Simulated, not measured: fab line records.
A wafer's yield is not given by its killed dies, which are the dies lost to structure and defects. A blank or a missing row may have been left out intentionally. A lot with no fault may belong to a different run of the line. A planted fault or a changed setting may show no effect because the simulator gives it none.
Tool commonality check    flow sky130    Sampled: 10 lots, 33 wafers

## WHY IT WAS OPENED
1 of 10 lots carry a flag on the reading SPACER_CVD_00_THK at SKY_SPACER_THK_MEAS_01. No-fault wafers: 42.9 nm, standard deviation 0.38.
Rule: a lot is flagged when every wafer of it that has a number lies more than 4 standard deviations from that mean, or none has a number. The rest of the lots are taken to be sound.

lot   measured      on             SPACER_CVD_00_THK (nm), wafer by wafer  flag
L336  day 24 22:20  film metro-01  42.6 42.2 43.2                          
L337  day 25 12:30  film metro-02  43.2 43.7 43.0                          
L338  day 25 19:46  film metro-02  43.2 43.2 42.9                          
L340  day 26 07:01  film metro-01  42.8 43.2 42.6                          
L341  day 26 19:32  film metro-03  43.1 43.0 43.5                          
L343  day 27 06:17  film metro-01  43.8 43.4 43.4                          
L342  day 27 06:19  film metro-03  42.8 42.7 42.7                          
L344  day 27 16:14  film metro-02  42.7 42.3 42.6                          
L345  day 27 20:09  film metro-02  43.3 43.5 43.2                          
L349  day 29 08:11  film metro-03  31.4 31.4 31.3 31.3 31.5 31.3           FLAGGED
On average the flagged lots' numbers are 31.4 nm, which is -11.5 nm against the usual, or -30 standard deviations.

## LOT BY LOT: THE TOOL USED
The record holds 2 process steps before the reading, out of a route of 708 steps. Every cell lists first the tool, next ch and the chambers used by the sampled wafers, and last the start.
lot   flag     SKY_SONOS_ONO_STRIP_17                SKY_SPACER_CVD_00
L336           plasma asher-02 ch 0,1, day 14 08:26  lpcvd-02 ch 1, day 24 20:31
L337           plasma asher-04 ch 0,1, day 14 19:28  lpcvd-02 ch 1, day 25 11:17
L338           plasma asher-04 ch 0,1, day 15 04:53  lpcvd-02 ch 1, day 25 18:34
L340           plasma asher-01 ch 0,1, day 15 14:32  lpcvd-02 ch 0, day 26 05:47
L341           plasma asher-02 ch 0,1, day 16 00:29  lpcvd-02 ch 1, day 26 18:19
L343           plasma asher-02 ch 0,1, day 16 16:08  lpcvd-02 ch 1, day 27 05:05
L342           plasma asher-01 ch 0,1, day 16 12:19  lpcvd-02 ch 1, day 27 05:05
L344           plasma asher-02 ch 0, day 17 01:21    lpcvd-02 ch 0, day 27 15:02
L345           plasma asher-02 ch 0,1, day 17 05:49  lpcvd-02 ch 0, day 27 18:55
L349  FLAGGED  plasma asher-01 ch 1, day 18 18:57    lpcvd-02 ch 0, day 29 06:22
What the steps here do:
- SKY_SONOS_ONO_STRIP_17: strips in O2/N2.
- SKY_SPACER_CVD_00: deposits Si3N4 from DCS/NH3, target thk 43.1 nm, time 740 s.
- SKY_SPACER_THK_MEAS_01

## FLAGGED OVER TOTAL, TOOL BY TOOL (the gauges that took the reading come last)
step                    tool             lots run  flagged  share of the flagged lots  sound lots run after its first flagged lot
SKY_SONOS_ONO_STRIP_17  plasma asher-01  3         1        all                        0
SKY_SONOS_ONO_STRIP_17  plasma asher-02  5         0        none                       -
SKY_SONOS_ONO_STRIP_17  plasma asher-04  2         0        none                       -
SKY_SPACER_CVD_00       lpcvd-02         10        1        all                        0
SKY_SPACER_THK_MEAS_01  film metro-01    3         0        none                       -
SKY_SPACER_THK_MEAS_01  film metro-02    4         0        none                       -
SKY_SPACER_THK_MEAS_01  film metro-03    3         1        all                        0

## WHAT THE TABLE ALLOWS
Every flagged lot was run by 3 rows of the table: plasma asher-01 at SKY_SONOS_ONO_STRIP_17, lpcvd-02 at SKY_SPACER_CVD_00 and film metro-03 at SKY_SPACER_THK_MEAS_01.
- plasma asher-01 at SKY_SONOS_ONO_STRIP_17: 1 of its 3 lots flagged. Last sound lot L342 at day 16 12:19, first flagged lot L349 at day 18 18:57; a fault beginning in between fits.
- lpcvd-02 at SKY_SPACER_CVD_00: 1 of its 10 lots flagged. Last sound lot L345 at day 27 18:55, first flagged lot L349 at day 29 06:22; a fault beginning in between fits. Its own readings lie more than 4 standard deviations out on every wafer of the flagged lots: spike tc bottom C, spike tc centre C, spike tc lower C, spike tc top C, spike tc upper C, susceptor temp C.
- film metro-03 at SKY_SPACER_THK_MEAS_01: 1 of its 3 lots flagged. Last sound lot L342 at day 27 06:19, first flagged lot L349 at day 29 08:11; a fault beginning in between fits.
These 3 tools cannot be told apart by counting lots, since each of them fits a fault that started at some hour. More lots, or a look at what each step does to the wafer, might.

## WHAT WAS PUT IN BY THE SIMULATOR
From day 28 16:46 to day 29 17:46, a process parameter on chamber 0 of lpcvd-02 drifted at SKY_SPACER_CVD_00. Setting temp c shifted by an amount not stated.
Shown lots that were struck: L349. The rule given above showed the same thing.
